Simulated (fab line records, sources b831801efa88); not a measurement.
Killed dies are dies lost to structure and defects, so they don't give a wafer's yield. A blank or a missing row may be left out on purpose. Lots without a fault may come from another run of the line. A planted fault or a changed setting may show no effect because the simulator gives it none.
A struck lot beside a sound one | flow sky130 | 35 steps out of a route of 708
Sound: wafers L181.1, L181.4, L181.6. Struck: wafer L185.2. (L185.4, L185.6 of the same lot were not struck and are left out.) The cause comes at the end.
At each step with rows: each side's tool, then ch and its chambers, then its first start. Under that, the readings that differ: sound wafers | struck wafers | difference of the means | sigmas: that difference in standard deviations of wafers without a fault.
alike: readings whose means differ by less than 2 such deviations, and words and numbers that are the same on both sides. not compared: withheld readings, readings that some wafer has no value for, bounds like >300 that may hide the same value, and numbers for which the record gives no deviation and whose values overlap.
The two part at a step that has a row with sigmas, a row that says differs or no value, or rows on one side only. Numbers that don't overlap but have no deviation are shown without sigmas and don't part them. A reading that every wafer of one side lacks parts them only if that side has two wafers or more.

first, 10 steps without rows for these wafers: SKY_VIA1_ETCH_15 (etches SiO2 in C4F8/O2/Ar, stops on TiN, target depth 351 nm, time 54 s); SKY_VIA1_STRIP_16 (strips in O2/N2); SKY_VIA1_STRIP_17 (strips in post etch residue remover, time 1200 s); SKY_VIA1_CLEAN_18 (cleans in IPA, time 180 s); SKY_VIA1_CLEAN_19 (cleans in O3/DIW); SKY_VIA1_SPUTTER_20 (material TiN, target thk 20 nm, time 80 s); SKY_VIA1_CVD_21 (deposits W, target thk 270 nm, time 80.902 s); SKY_VIA1_CMP_24 (polishes, stops on SiO2, t overpolish 15 s, target thk 0 nm); SKY_METAL2_SPUTTER_00 (material Ti, target thk 15 nm, time 10 s); SKY_METAL2_SPUTTER_01 (material TiN, target thk 20 nm, time 16.7 s).
SKY_METAL2_SPUTTER_02: material AlCu, target thk 250 nm, time 13.3 s.
  sound on pvd_sputter-04, day 37 04:38; struck on pvd_sputter-04, day 38 07:15
  alike: chamber_pressure_pa, throttle_valve_pct
then, 23 steps without rows for these wafers: SKY_METAL2_SPUTTER_03 (material Ti, target thk 5 nm, time 3.3 s); SKY_METAL2_SPUTTER_04 (material TiN, target thk 70 nm, time 60.39 s); SKY_METAL2_DEHYDRATE_07 (time 60 s); SKY_METAL2_HMDS_08 (prime time 60 s); SKY_METAL2_COAT_09 (resist thk 60 nm); SKY_METAL2_COAT_10 (resist thk 450 nm); SKY_METAL2_SOFTBAKE_11 (time 90 s); SKY_METAL2_EXPOSE_12 (exposes mask MM2, target cd 140 nm); SKY_METAL2_PEB_13; SKY_METAL2_DEVELOP_14 (develop time 57.98 s); SKY_METAL2_DESCUM_17 (chemistry O2, time 8 s); SKY_METAL2_ETCH_18 (etches BARC in N2/H2, stops on SiO2, time 45.9 s, target depth 60 nm); SKY_METAL2_METAL_ETCH_19 (etches the open film in Cl2/BCl3, stops on SiO2, target depth 360 nm, time 78 s); SKY_METAL2_STRIP_20 (strips in O2/N2); SKY_METAL2_STRIP_21 (strips in post etch residue remover, time 1200 s); SKY_METAL2_CLEAN_22 (cleans in IPA, time 180 s); SKY_METAL2_CLEAN_23 (cleans in O3/DIW); SKY_VIA2_HDPCVD_00 (deposits SiO2, target thk 1180 nm, time 196.7 s); SKY_VIA2_CMP_02 (polishes SiO2); SKY_VIA2_DEHYDRATE_04 (time 60 s); SKY_VIA2_HMDS_05 (prime time 60 s); SKY_VIA2_COAT_06 (resist thk 60 nm); SKY_VIA2_COAT_07 (resist thk 450 nm).
-- the record jumps here: 11 days lie between the struck wafers' starts before and after (it left off in module VIA2 and takes up again in module PAD_OPEN, whose first step shown is number 708 of the route) --
SKY_PAD_OPEN_PROBE_99:
  sound on prober-02, day 48 08:23; struck on prober-02, day 49 04:13
  reading                               | sound              | struck                   | difference                   | sigmas
  hold                                  | - - -              | await_dispo/2.8h/release | no value on the sound wafers |
  defect_limited_yield (%)              | 81.5 83.7 82.7     | 72.4                     | -10.2                        | -5
  killed_at_M0_to_M3                    | 34 39 42           | 92                       | +54                          | +7
  killed_dies                           | 91 80 85           | 136                      | +51                          | +6
  sort_bin_3_pad_short (%)              | 0.2 0.8 1.0        | 2.4                      | +1.7                         | +4
  sort_bin_5_function (%)               | 12.0 8.5 9.6       | 17.1                     | +7.1                         | +5
  sort_n_pass                           | 401 412 407        | 356                      | -51                          | -6
  sort_yield_pct (%)                    | 81.5 83.7 82.7     | 72.4                     | -10.2                        | -5
  model.etest.tester.sort_n_pass        | 401 412 407        | 356                      | -51                          |
  model.etest.tester.sort_yield_pct (%) | 81.5 83.74 82.72   | 72.36                    | -10.29                       |
  model.etest.tester.sort_bin_5_pct (%) | 11.99 8.537 9.553  | 17.07                    | +7.04                        |
  model.etest.tester.sort_bin_3_pct (%) | 0.2033 0.813 1.016 | 2.439                    | +1.762                       |
  alike: killed_at_M4_up, killed_at_contacts, killed_at_front_end, killed_at_other, killed_open, killed_short, sort_bin_6_memory

WHERE THEY PART
Only at SKY_PAD_OPEN_PROBE_99, within this record.

WHY: what the simulator had put in
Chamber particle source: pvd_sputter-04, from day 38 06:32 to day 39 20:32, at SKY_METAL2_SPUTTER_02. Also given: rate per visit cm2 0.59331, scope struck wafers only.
